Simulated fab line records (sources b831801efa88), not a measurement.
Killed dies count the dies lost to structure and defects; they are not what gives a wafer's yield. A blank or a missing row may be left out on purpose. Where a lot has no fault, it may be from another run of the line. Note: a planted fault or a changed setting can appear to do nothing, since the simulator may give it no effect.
Matching of chambers :: flow sky130 :: SKY_VIA2_ETCH_15 on rie-diel-01 has 4 sister chambers
The step etches SiO2 in C4F8/O2/Ar, stops on TiN, target depth 546 nm, time 84 s. 4 wafers are shown with their chamber, then 8 later ones without.

WAFERS PAIRED WITH THEIR CHAMBERS
wafer: L085.1
chamber: 2
oes-product-au (a.u.): 0.935

wafer: L085.2
chamber: 0
oes-product-au (a.u.): 0.947

wafer: L085.3
chamber: 3
oes-product-au (a.u.): 0.943

wafer: L087.1
chamber: 1
oes-product-au (a.u.): 0.937

WAFERS WITHOUT THEIR CHAMBER
wafer: L087.2
oes-product-au (a.u.): 0.937

wafer: L087.6
oes-product-au (a.u.): 0.936

wafer: L088.1
oes-product-au (a.u.): 0.943

wafer: L088.3
oes-product-au (a.u.): 0.934

wafer: L088.4
oes-product-au (a.u.): 0.950

wafer: L094.3
oes-product-au (a.u.): 0.946

wafer: L094.4
oes-product-au (a.u.): 0.934

wafer: L094.6
oes-product-au (a.u.): 0.938

WHICH CHAMBER EACH ONE RAN IN
wafer: L087.2
from the rows above: can't be placed: 1 or 2
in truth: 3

wafer: L087.6
from the rows above: can't be placed: 1 or 2
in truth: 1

wafer: L088.1
from the rows above: 3
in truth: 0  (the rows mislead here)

wafer: L088.3
from the rows above: can't be placed: 2 or 1
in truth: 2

wafer: L088.4
from the rows above: 0
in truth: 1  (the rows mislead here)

wafer: L094.3
from the rows above: can't be placed: 0 or 3
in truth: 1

wafer: L094.4
from the rows above: can't be placed: 2 or 1
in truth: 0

wafer: L094.6
from the rows above: can't be placed: 1 or 2
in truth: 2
Correctly placed: 0 of 8. Can't be placed from these rows: 6 (the true chamber is among the candidates in 3). Wrongly placed: 2.
How it was worked out, from the rows above alone: a wafer's distance from a chamber is the root of the sum, over the readings, of the square of ((its reading less the chamber's mean) divided by the reading's scatter). The wafer belongs to the nearest chamber; if the next one is less than 2 further off, it can't be placed. Each chamber's mean is taken over the wafers shown for it. The scatter: with one shown wafer a chamber, the root of the mean of the squares of how far each hidden wafer lies from its nearest shown one.
